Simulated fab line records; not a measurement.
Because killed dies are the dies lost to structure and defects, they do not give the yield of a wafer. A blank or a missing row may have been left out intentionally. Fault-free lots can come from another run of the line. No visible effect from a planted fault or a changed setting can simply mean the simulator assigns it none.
Which tool did it? + flow gf180mcu + 11 lots, 33 wafers sampled, at 4 steps of a route of 602

## WHAT THE GAUGES SHOWED, per wafer
GF_M1_RS_MEAS_05: measures by four-point-probe.
| lot  | measured     | on           | M1_ALCU_RS (ohm/sq)  |
|------|--------------|--------------|----------------------|
| L129 | day 16 22:36 | filmMetro-01 | 0.0695 0.0702 0.0686 |
| L131 | day 17 22:26 | filmMetro-02 | 0.0695 0.0702 0.0701 |
| L135 | day 19 12:05 | filmMetro-02 | 0.0685 0.0691 0.0692 |
| L136 | day 20 05:10 | filmMetro-04 | 0.0683 0.0689 0.0674 |
| L138 | day 20 12:59 | filmMetro-04 | 0.0698 0.0705 0.0699 |
| L139 | day 20 19:40 | filmMetro-01 | 0.0828 0.0837 0.0820 |
| L141 | day 21 15:17 | filmMetro-02 | 0.0838 0.0820 0.0825 |
| L142 | day 21 22:25 | filmMetro-02 | 0.0692 0.0682 0.0689 |
| L148 | day 23 19:02 | filmMetro-02 | 0.0703 0.0692 0.0707 |
| L149 | day 24 03:53 | filmMetro-02 | 0.0697 0.0687 0.0690 |
| L150 | day 24 10:39 | filmMetro-02 | 0.0695 0.0689 0.0694 |

GF_M1_THK_MEAS_06: measures by xrf.
| lot  | measured     | on           | M1_ALCU_THK (nm) |
|------|--------------|--------------|------------------|
| L129 | day 16 22:41 | filmMetro-01 | 454 449 461      |
| L131 | day 17 22:34 | filmMetro-02 | 459 452 451      |
| L135 | day 19 12:12 | filmMetro-02 | 460 457 456      |
| L136 | day 20 05:17 | filmMetro-04 | 462 456 465      |
| L138 | day 20 13:05 | filmMetro-04 | 448 447 450      |
| L139 | day 20 19:47 | filmMetro-01 | 382 378 384      |
| L141 | day 21 15:23 | filmMetro-02 | 378 387 384      |
| L142 | day 21 22:31 | filmMetro-02 | 458 465 460      |
| L148 | day 23 19:08 | filmMetro-02 | 450 453 443      |
| L149 | day 24 03:59 | filmMetro-02 | 448 455 453      |
| L150 | day 24 10:46 | filmMetro-02 | 452 458 453      |

GF_M1_OVL_MEAS_15.
| lot  | measured     | on         | M1_OVL (nm) |
|------|--------------|------------|-------------|
| L129 | day 17 22:10 | overlay-02 | -8 -6 -3    |
| L131 | day 18 22:17 | overlay-01 | -5 -1 3     |
| L135 | day 20 12:14 | overlay-01 | -2 4 0      |
| L136 | day 21 05:41 | overlay-01 | 3 5 2       |
| L138 | day 21 13:37 | overlay-02 | -2 -7 0     |
| L139 | day 21 20:02 | overlay-01 | -2 3 3      |
| L141 | day 22 15:02 | overlay-02 | 1 5 5       |
| L142 | day 22 21:23 | overlay-02 | -1 0 1      |
| L148 | day 24 16:38 | overlay-01 | 8 -2 2      |
| L149 | day 25 01:58 | overlay-02 | -9 -7 -2    |
| L150 | day 25 08:27 | overlay-01 | 2 -10 -6    |

## WHICH TOOL RAN EACH LOT (tool, then ch and the chambers of the sampled wafers, then the start)
| lot  | GF_M1_SPUTTER_02            |
|------|-----------------------------|
| L129 | pvdSputter-04, day 16 22:27 |
| L131 | pvdSputter-01, day 17 22:21 |
| L135 | pvdSputter-03, day 19 11:59 |
| L136 | pvdSputter-04, day 20 05:04 |
| L138 | pvdSputter-04, day 20 12:51 |
| L139 | pvdSputter-04, day 20 19:34 |
| L141 | pvdSputter-04, day 21 15:08 |
| L142 | pvdSputter-01, day 21 22:17 |
| L148 | pvdSputter-04, day 23 18:53 |
| L149 | pvdSputter-04, day 24 03:45 |
| L150 | pvdSputter-01, day 24 10:32 |
- GF_M1_SPUTTER_02: material AlCu, target thk 450 nm, time 23.9 s.

## AS READ BY THE TOOLS THEMSELVES (means over the sampled wafers that have a number; for cases with no such wafer, the mark the record gives instead)
GF_M1_SPUTTER_02.
| lot  | tool          | cathodeDcPowerW (W) | throttleValvePct (%) |
|------|---------------|---------------------|----------------------|
| L129 | pvdSputter-04 | 10598               | 30.7                 |
| L131 | pvdSputter-01 | 10599               | 29.8                 |
| L135 | pvdSputter-03 | 10599               | 31.7                 |
| L136 | pvdSputter-04 | 10600               | 30.4                 |
| L138 | pvdSputter-04 | 10602               | 30.2                 |
| L139 | pvdSputter-04 | 8964                | 30.3                 |
| L141 | pvdSputter-04 | 8965                | 30.0                 |
| L142 | pvdSputter-01 | 10598               | 30.0                 |
| L148 | pvdSputter-04 | 10600               | 29.1                 |
| L149 | pvdSputter-04 | 10601               | 29.6                 |
| L150 | pvdSputter-01 | 10601               | 29.9                 |

## THE ANSWER, worked out from the rows above alone
Rule: usual is defined by the lots themselves. Put in order of their means at a reading, lots are off if they are a third of the lots or fewer, leave a main group of 4 or more, and stand apart from it by a gap of 3 or more times the standard deviation of the main group's means; of several such gaps the widest counts. The tables above print the reading to a certain number of digits; a main group whose means all agree to those digits is not used. Also off: a lot with no number at a reading for which 4 or more lots have one. The other lots that the step has rows for count as sound. After the gauges, taken in route order, come the tools' own readings; for these a lot's mean is taken, as printed above. The first step at which some lot is off is used, and at that step the reading that is off furthest; a lot without a number counts as furthest.
Off: L139, L141, seen at GF_M1_RS_MEAS_05 (M1_ALCU_RS). Main group: mean 0.0693 ohm/sq, sd 0.0006.
A tool fits if, at a process step before that reading, it ran every lot that is off, and no sound lot after the first of them. Not tried: the gauges at GF_M1_RS_MEAS_05; whatever is off there is also off at GF_M1_SPUTTER_02, on other tools, and gauge error can't account for it. None of those tried fits.

## WHAT THE SIMULATOR HAD INSERTED
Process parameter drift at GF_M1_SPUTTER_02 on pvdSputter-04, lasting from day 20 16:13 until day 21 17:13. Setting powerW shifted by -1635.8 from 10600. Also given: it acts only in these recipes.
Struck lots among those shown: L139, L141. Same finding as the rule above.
